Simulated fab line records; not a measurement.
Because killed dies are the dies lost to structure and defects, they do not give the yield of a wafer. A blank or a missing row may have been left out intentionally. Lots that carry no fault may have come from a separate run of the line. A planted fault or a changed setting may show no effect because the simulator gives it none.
Comparing a struck lot with a sound one    flow sfq-line    42 out of 325 route steps
Sound: the wafers L290.1, L290.2, L290.6. Struck: wafers L306.2, L306.5, L306.6. Last of all comes the cause.
Per side, at each step with rows, come the tool, then ch with its chambers, and then its first start. Under that, the readings that differ: sound wafers    struck wafers    difference of the means    sigmas: that difference in standard deviations of wafers without a fault.
alike: a reading whose means differ by less than 2 such deviations, as well as words and numbers matching on both sides. not compared: withheld readings; readings where some wafer has no value; bounds like >300 that might hide an equal value; numbers whose values overlap and for which the record gives no deviation.
Wherever a step has rows on one side only, a row that says differs or no value, or a row with sigmas, the two part there. Non-overlapping numbers with no deviation appear without sigmas and do not part them. A reading that every wafer of one side lacks parts them only if that side has two wafers or more.

first, 6 steps without rows for these wafers: SFQ_TRILAYER_I4_VIA_LITHO_COAT_108 (resist thk 62 nm); SFQ_TRILAYER_I4_VIA_LITHO_COAT_103 (resist thk 650 nm); SFQ_TRILAYER_I4_VIA_LITHO_SOFTBAKE_107; SFQ_TRILAYER_I4_VIA_LITHO_EXPOSE_104 (exposes mask I4, target cd 700 nm); SFQ_TRILAYER_I4_VIA_LITHO_PEB_106 (peb time 60 s); SFQ_TRILAYER_I4_VIA_LITHO_DEVELOP_105 (time 60 s).
SFQ_I4_OVL_MEAS_928:
  sound on overlay-01, day 40 19:15; struck on overlay-02, day 47 01:31
  alike: I4_OVL
SFQ_TRILAYER_I4_VIA_BARC_OPEN_VIA_ETCH_146: etches BARC in O2, target depth 125 nm, time 41.7 s.
  sound on rie-diel-04 ch 1,2,3, day 40 19:17; struck on rie-diel-01 ch 2,3, day 47 01:32
  alike: drypump-motor-current-A, oes-product-au
  not compared: rf-hours-counter-h
SFQ_TRILAYER_I4_VIA_ETCH_VIA_ETCH_106: etches SiO2 in CHF3, stops on Nb, target depth 260 nm.
  sound on rie-diel-04 ch 1,2,3, day 40 19:19; struck on rie-diel-01 ch 2,3, day 47 01:35
  alike: drypump-motor-current-A, oes-product-au
then, 3 steps without rows for these wafers: SFQ_TRILAYER_I4_VIA_STRIP_STRIP_107 (strips in O2); SFQ_TRILAYER_I4_VIA_STRIP_SOLV_CLEAN_108 (cleans in NMP, time 600 s); SFQ_TRILAYER_JJ_TRILAYER_DEP_PRE_CLEAN_113 (time 22.5 s).
SFQ_TRILAYER_JJ_TRILAYER_DEP_SPUTTER_109: material Nb, target thk 150 nm, time 100 s.
  sound on pvd-sputter-06, day 40 20:14; struck on pvd-sputter-04, day 47 02:31
reading                                                       sound            struck           difference  sigmas
model.Nb_of_TRILAYER_JJ_TRILAYER_DEP_SPUTTER_109.thk-nm (nm)  150.3 150.8 150  141 142.2 141.1  -9          
  alike: throttle-valve-pct
SFQ_TRILAYER_JJ_TRILAYER_DEP_SPUTTER_110: material Al, target thk 8 nm, time 10 s.
  sound on pvd-sputter-06, day 40 20:19; struck on pvd-sputter-04, day 47 02:35
  alike: throttle-valve-pct
then, 2 steps without rows for these wafers: SFQ_TRILAYER_JJ_TRILAYER_DEP_AL_OXIDATION_111 (oxidation time 600 s); SFQ_TRILAYER_JJ_TRILAYER_DEP_SPUTTER_112 (material Nb, target thk 170 nm, time 110.3 s).
SFQ_JJ_RS_MEAS_929: the measuring method here is four-point-probe.
  sound on film-metro-03, day 40 21:25; struck on film-metro-03, day 47 03:42
  alike: JJ_NB_RS
then, 6 steps without rows for these wafers: SFQ_TRILAYER_JJ_CE_LITHO_COAT_119 (resist thk 62 nm); SFQ_TRILAYER_JJ_CE_LITHO_COAT_114 (resist thk 600 nm); SFQ_TRILAYER_JJ_CE_LITHO_SOFTBAKE_118; SFQ_TRILAYER_JJ_CE_LITHO_EXPOSE_115 (exposes mask J5, target cd 700 nm); SFQ_TRILAYER_JJ_CE_LITHO_PEB_117 (peb time 60 s); SFQ_TRILAYER_JJ_CE_LITHO_DEVELOP_116 (time 60 s).
-- the record jumps here: 6 days lie between the struck wafers' starts before and after --
SFQ_JJ_OVL_MEAS_931:
  sound on overlay-02, day 46 17:53; struck on overlay-01, day 52 23:30
  alike: J5_OVL
next, for these wafers, 1 step has no rows: SFQ_TRILAYER_JJ_CE_METRO_MEASURE_117.
SFQ_TRILAYER_JJ_CE_BARC_OPEN_RIE_150: chemistry O2, target BARC, target depth 240 nm, time 80 s.
  sound on rie-metal-01 ch 0,1, day 46 19:07; struck on rie-metal-03 ch 1, day 53 00:46
  alike: drypump-motor-current-A, oes-product-au
  not compared: rf-hours-counter-h
then, 10 steps without rows for these wafers: SFQ_TRILAYER_JJ_CE_ETCH_RIE_118 (chemistry SF6, target Nb, stops on Al2O3, time 97.7 s, target depth 170 nm); SFQ_TRILAYER_JJ_ANODIZE_ANODIZE_119; SFQ_TRILAYER_JJ_CE_STRIP_STRIP_120 (strips in O2); SFQ_TRILAYER_JJ_CE_STRIP_SOLV_CLEAN_121 (cleans in NMP, time 600 s); SFQ_TRILAYER_M5_LITHO_COAT_128 (resist thk 62 nm); SFQ_TRILAYER_M5_LITHO_COAT_123 (resist thk 600 nm); SFQ_TRILAYER_M5_LITHO_SOFTBAKE_127; SFQ_TRILAYER_M5_LITHO_EXPOSE_124 (exposes mask M5, target cd 700 nm); SFQ_TRILAYER_M5_LITHO_PEB_126 (peb time 60 s); SFQ_TRILAYER_M5_LITHO_DEVELOP_125 (time 60 s).
-- the record jumps here: 5 days lie between the struck wafers' starts before and after --
SFQ_M5_OVL_MEAS_932:
  sound on overlay-01, day 52 15:06; struck on overlay-01, day 58 07:54
  alike: M5_OVL
SFQ_TRILAYER_M5_BARC_OPEN_METAL_ETCH_161: etches BARC in O2, target depth 125 nm, time 41.7 s.
  sound on rie-metal-02 ch 0,1, day 52 15:08; struck on rie-metal-03 ch 0,1, day 58 07:56
  alike: drypump-motor-current-A, oes-product-au
  not compared: rf-hours-counter-h
SFQ_TRILAYER_M5_ETCH_METAL_ETCH_126: etches Nb in Cl2/BCl3, stops on SiO2, time 203.2 s, target depth 265 nm.
  sound on rie-metal-02 ch 0,1, day 52 15:11; struck on rie-metal-03 ch 0,1, day 58 07:59
reading                         sound              struck             difference  sigmas
oes-product-au (a.u.)           0.719 0.732 0.730  0.709 0.708 0.706  -0.019      -3
model.M5.feature-depth-nm (nm)  162.4 163 162.2    153.6 154.7 153.6  -8.6        
model.etch.depth-nm (nm)        150.3 150.8 150    141 142.2 141.1    -9          
  alike: drypump-motor-current-A
  not compared: rf-hours-counter-h
then, 2 steps without rows for these wafers: SFQ_TRILAYER_M5_STRIP_STRIP_127 (strips in O2); SFQ_TRILAYER_M5_STRIP_SOLV_CLEAN_128 (cleans in NMP, time 600 s).
-- the record jumps here: 25 days lie between the struck wafers' starts before and after --
SFQ_M8_BOW_MEAS_951:
  sound on film-metro-01, day 69 10:17; struck on film-metro-04, day 83 02:07
reading                  sound              struck             difference  sigmas
model.etest.m5.ohm-um    1.699 1.688 1.701  1.811 1.799 1.807  +0.110      
model.etest.i4.link-ohm  2.17 2.157 2.172   2.258 2.248 2.256  +0.088      
model.etest.m5.ohm-sq    1.187 1.184 1.19   1.266 1.255 1.265  +0.075      
model.etest.i5.link-ohm  2.246 2.255 2.259  2.347 2.336 2.347  +0.090      
  alike: M8_BOW

== WHERE THEY PART ==
Within this record, at SFQ_TRILAYER_M5_ETCH_METAL_ETCH_126 only. Later steps at which nothing parts them and some readings are alike: SFQ_M8_BOW_MEAS_951.

WHY: what had been put in by the simulator
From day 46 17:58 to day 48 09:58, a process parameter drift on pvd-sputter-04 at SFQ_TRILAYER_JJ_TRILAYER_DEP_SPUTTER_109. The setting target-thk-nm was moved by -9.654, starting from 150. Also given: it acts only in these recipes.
